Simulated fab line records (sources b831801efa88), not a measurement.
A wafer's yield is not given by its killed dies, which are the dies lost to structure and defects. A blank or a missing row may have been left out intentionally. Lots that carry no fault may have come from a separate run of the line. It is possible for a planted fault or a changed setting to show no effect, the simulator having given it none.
fab line records | flow sky130 | part 2 of 2: steps 26 to 33 of 33
[record] lots = 5 wafers = 15 last-day = 52
route steps=708 shown CONTACT@423 METAL1@434
lots untouched by any fault: they come from a run of this same line in which no faults occurred
start-h: hours from the record's opening day to when the first of the lot's shown wafers began | wait-h: hours from the lot's prior step to this one | " identical to the entry in the row above | L1.1+2: one row covering several wafers at once | - no value, or no start was given | * or withheld: withheld | < > ~ a bound
route shown NAME@n: a module of which the file shows steps, and the number in the route of the first | usual: mean/standard deviation taken from wafers without a fault | same: alike in all rows | chamber/n: place in a boat | sites: the reading at each site | _std_site: standard deviation of those values | _edge_site: outer sites' mean less inner sites' | radius-mm: how far each site lies from the wafer's centre | mask NAME#n: copy n | behind: the last tool/chamber to shape the wafer | hold: the reason the lot was held/the length of the hold in hours/how it ended | device: names the non-switching transistor (n, p or np) | end of line: the route-end tests of the same wafers | a step given without rows: its recipe and nothing more | killed: at the first sort, the dies lost to defects and structure; wafer yield is something else | map: per-die view of a wafer (x killed, . not killed, _ where there is no die)
set.NAME: the setting that was run; set.NAME@STEP: the one run at that earlier step | model.NAME: the simulator's own value behind a step, which no gauge read
a table for each step, a row for each wafer; lots at some steps of the route
services: when a tool's chamber went out of use (start-h, in hours from the record's first day, below 0 if earlier), for how many hours, and the reason
[[steps]]
[step SKY_METAL1_DEVELOP_14]
[recipe] develop-time-s = 60 resist = KrF-thick dev-temp-c = 21
[usual] chill-plate-temp-C = 23.01/0.11
// columns lot.wafer tool chamber start-h wait-h chill-plate-temp-C
L074.2 litho-track-04 0 - - 23.00
L074.4 " 0 " " 22.99
L074.6 " 0 " " 23.12
L079.4 litho-track-04 0 - - 23.12
L079.5 " 0 " " 23.03
L079.6 " 0 " " 23.01
L080.3 litho-track-04 0 - - 23.02
L080.5 " 0 " " 22.99
L080.6 " 0 " " 22.96
L087.1 litho-track-04 0 - - 22.92
L087.2 " 0 " " 22.98
L087.4 " 0 " " 23.06
L093.2 litho-track-01 0 - - 23.14
L093.4 " 0 " " 23.13
L093.6 " 0 " " 23.10
[step SKY_METAL1_CD_MEAS_15]
[recipe] target-cd-nm = 140
[usual] cd-nm = 139.4/1.5
// columns lot.wafer tool chamber start-h wait-h cd-nm
L074.2 cd-sem-01 - 802.59 - 139.5
L074.4 " - " " 140.7
L074.6 " - " " 139.2
L079.4 cd-sem-02 - 825.78 - 140.0
L079.5 " - " " 139.0
L079.6 " - " " 138.8
L080.3 cd-sem-01 - 826.11 - 137.5
L080.5 " - " " 139.1
L080.6 " - " " 139.5
L087.1 cd-sem-02 - 832.27 - 139.5
L087.2 " - " " 139.5
L087.4 " - " " 139.8
L093.2 cd-sem-02 - 970.37 - 142.4
L093.4 " - " " 141.4
L093.6 " - " " 141.5
[step SKY_METAL1_OVL_MEAS_16]
[usual] METAL1_OVL = -1/7.3
// columns lot.wafer tool chamber start-h wait-h METAL1_OVL[nm]
L074.2 overlay-01 - 802.69 0.1 -4
L074.4 " - " " -1
L074.6 " - " " -6
L079.4 overlay-02 - 825.86 0.1 8
L079.5 " - " " -4
L079.6 " - " " 0
L080.3 overlay-01 - 826.20 0.1 8
L080.5 " - " " 4
L080.6 " - " " -6
L087.1 overlay-01 - 832.39 0.1 -4
L087.2 " - " " -4
L087.4 " - " " -5
L093.2 overlay-02 - 970.47 0.1 -6
L093.4 " - " " -4
L093.6 " - " " -5
[step SKY_METAL1_DESCUM_17]
[recipe] chemistry = O2 source-power-w = 150 bias-power-w = 0 pressure-mtorr = 10 temp-c = 40 time-s = 8
[usual] drypump-motor-current-A = 5.5/0.31 oes-product-au = 1.002/0.015
// columns lot.wafer tool chamber start-h wait-h drypump-motor-current-A oes-product-au rf-hours-counter-h
L074.2 rie-metal-04 1 802.72 0.0 5.7 1.000 13
L074.4 " 1 " " 5.7 0.999 -
L074.6 " 0 " " 5.9 0.979 -
L079.4 rie-metal-04 0 825.88 0.0 5.9 0.978 -
L079.5 " 0 " " 5.9 0.962 -
L079.6 " 1 " " 5.7 1.006 -
L080.3 rie-metal-02 0 826.23 0.0 5.9 0.987 -
L080.5 " 1 " " 5.5 0.995 -
L080.6 " 0 " " 5.9 0.979 -
L087.1 rie-metal-01 1 832.42 0.0 5.2 1.020 7
L087.2 " 1 " " 5.2 1.013 -
L087.4 " 1 " " 5.2 1.015 -
L093.2 rie-metal-02 1 970.50 0.0 5.5 1.018 18
L093.4 " 0 " " 5.9 0.988 -
L093.6 " 0 " " 5.9 0.994 -
[step SKY_METAL1_ETCH_18]
[recipe] chemistry = N2/H2 target = BARC ion-energy-ev = 200 bias-w = 100 pressure-mtorr = 30 n2-flow-sccm = 100 h2-flow-sccm = 200 icp-w = 500 stop-on = SiO2 time-s = 45.9 target-depth-a = 600
[usual] drypump-motor-current-A = 5.5/0.31 h2-flow-sccm = 200.0/0.61 oes-product-au = 0.854/0.0049 throttle-valve-pct = 13.225/0.0094
// columns lot.wafer tool chamber start-h wait-h drypump-motor-current-A h2-flow-sccm oes-product-au rf-hours-counter-h throttle-valve-pct
L074.2 rie-metal-04 1 802.76 0.0 5.7 199.7 0.853 13 13.224
L074.4 " 1 " " 5.7 199.4 0.849 - 13.223
L074.6 " 0 " " 5.9 200.5 0.852 - 13.214
L079.4 rie-metal-04 0 825.93 0.0 5.9 200.2 0.859 - 13.224
L079.5 " 0 " " 5.9 200.8 0.860 - 13.234
L079.6 " 1 " " 5.7 199.7 0.851 - 13.222
L080.3 rie-metal-02 0 826.28 0.0 5.9 200.2 0.856 - 13.233
L080.5 " 1 " " 5.5 199.1 0.860 - 13.232
L080.6 " 0 " " 5.9 200.6 0.860 - 13.226
L087.1 rie-metal-01 1 832.49 0.1 5.3 199.5 0.857 7 13.219
L087.2 " 1 " " 5.3 200.5 0.863 - 13.221
L087.4 " 1 " " 5.3 199.6 0.864 - 13.239
L093.2 rie-metal-02 1 970.53 0.0 5.5 199.6 0.853 18 13.217
L093.4 " 0 " " 5.9 200.4 0.849 - 13.234
L093.6 " 0 " " 5.9 200.4 0.856 - 13.231
[step SKY_METAL1_METAL_ETCH_19]
[recipe] target-depth-a = 3600 stop-on = SiO2 over-etch-frac = 0.3 time-s = 78 chemistry = Cl2/BCl3 resist-sidewall-deg = 88 pressure-mtorr = 10 icp-w = 900 bias-w = 48.5 Cl2_flow_sccm = 60 bcl3-flow-sccm = 30
[usual] drypump-motor-current-A = 5.5/0.31 oes-product-au = 0.853/0.0063 throttle-valve-pct = 22.265/0.0094
// columns lot.wafer tool chamber start-h wait-h drypump-motor-current-A oes-product-au rf-hours-counter-h throttle-valve-pct
L074.2 rie-metal-04 1 802.82 0.0 5.7 0.853 13 22.252
L074.4 " 1 " " 5.7 0.856 - 22.269
L074.6 " 0 " " 5.9 0.858 - 22.252
L079.4 rie-metal-04 0 826.00 0.1 5.9 0.843 - 22.267
L079.5 " 0 " " 5.9 0.844 - 22.263
L079.6 " 1 " " 5.8 0.844 - 22.271
L080.3 rie-metal-02 0 826.35 0.1 5.9 0.858 - 22.262
L080.5 " 1 " " 5.5 0.856 - 22.266
L080.6 " 0 " " 5.9 0.849 - 22.270
L087.1 rie-metal-01 1 832.61 0.1 5.2 0.847 7 22.268
L087.2 " 1 " " 5.3 0.863 - 22.265
L087.4 " 1 " " 5.2 0.854 - 22.260
L093.2 rie-metal-02 1 970.60 0.0 5.5 0.856 18 22.277
L093.4 " 0 " " 5.9 0.857 - 22.256
L093.6 " 0 " " 5.9 0.853 - 22.268
[step SKY_METAL1_STRIP_20]
[recipe] chemistry = O2/N2 power-w = 1400 pressure-mtorr = 1500 platen-temp-c = withheld o2-flow-sccm = 3000 n2-flow-sccm = 300 overash-fraction = 0.5
[usual] drypump-motor-current-A = 5.62/0.27 oes-product-au = 0.343/0.0053 strip-time-to-endpoint-s = 2.69/0.072
// columns lot.wafer tool chamber start-h wait-h drypump-motor-current-A oes-product-au rf-hours-counter-h strip-time-to-endpoint-s
L074.2 plasma-asher-03 1 802.91 0.1 5.14 0.346 90 2.73
L074.4 " 1 " " 5.13 0.344 - 2.68
L074.6 " 0 " " 5.47 0.347 - 2.83
L079.4 plasma-asher-03 1 826.09 0.1 5.15 0.349 - 2.78
L079.5 " 0 " " 5.48 0.346 - 2.80
L079.6 " 1 " " 5.14 0.342 - 2.68
L080.3 plasma-asher-01 0 826.44 0.1 5.92 0.349 - 2.74
L080.5 " 0 " " 5.92 0.343 - 2.68
L080.6 " 1 " " 5.70 0.344 - 2.77
L087.1 plasma-asher-03 0 832.79 0.1 5.45 0.338 93 2.66
L087.2 " 1 " " 5.12 0.341 93 2.57
L087.4 " 1 " " 5.15 0.341 - 2.62
L093.2 plasma-asher-03 1 970.69 0.1 5.13 0.345 105 2.72
L093.4 " 0 " " 5.47 0.347 - 2.77
L093.6 " 1 " " 5.16 0.346 - 2.77
[step SKY_METAL1_STRIP_21]
[recipe] chemistry = post-etch-residue-remover time-s = 1200 temp-c = 72.5
// columns lot.wafer tool chamber start-h wait-h
L074.2+4+6 wet-bench-01 2 803.01 0.1
L079.4+5+6 wet-bench-01 0 826.16 0.0
L080.3+5+6 wet-bench-03 2 826.51 0.0
L087.1+2+4 wet-bench-01 1 832.89 0.1
L093.2+4+6 wet-bench-01 0 970.79 0.1
[[services]]
// columns tool chamber start-h hours kind
cmp-01 - 755.46 5.4 pm
pvd-sputter-02 - 766.46 1.8 repair
rie-metal-02 0 771.32 8.5 repair
krf-scanner-02 - 782.39 1.3 pm
plasma-asher-03 - 784.23 14.6 pm
rie-diel-01 3 799.99 11.3 repair
cmp-01 - 812.68 3.9 repair
krf-scanner-02 - 820.49 7.2 repair
rie-metal-01 - 824.85 2.8 pm
plasma-asher-03 - 827.92 3.6 repair
rie-metal-01 0 829.20 5.3 repair
rie-metal-02 - 831.80 1.4 pm
cvd-w-01 - 854.45 2.0 repair
rie-metal-04 0 860.98 3.8 repair
cmp-01 - 862.59 4.8 pm
rie-diel-01 - 865.96 28.1 pm
plasma-asher-03 - 891.45 23.7 pm
wet-bench-04 - 911.57 1.9 pm
cmp-01 - 912.03 4.0 pm
rie-diel-01 3 913.95 52.3 repair
rie-metal-02 - 918.26 0.2 repair
rie-diel-01 2 918.30 4.0 repair
pvd-sputter-02 - 937.61 0.6 repair
rie-diel-03 1 957.67 6.3 repair
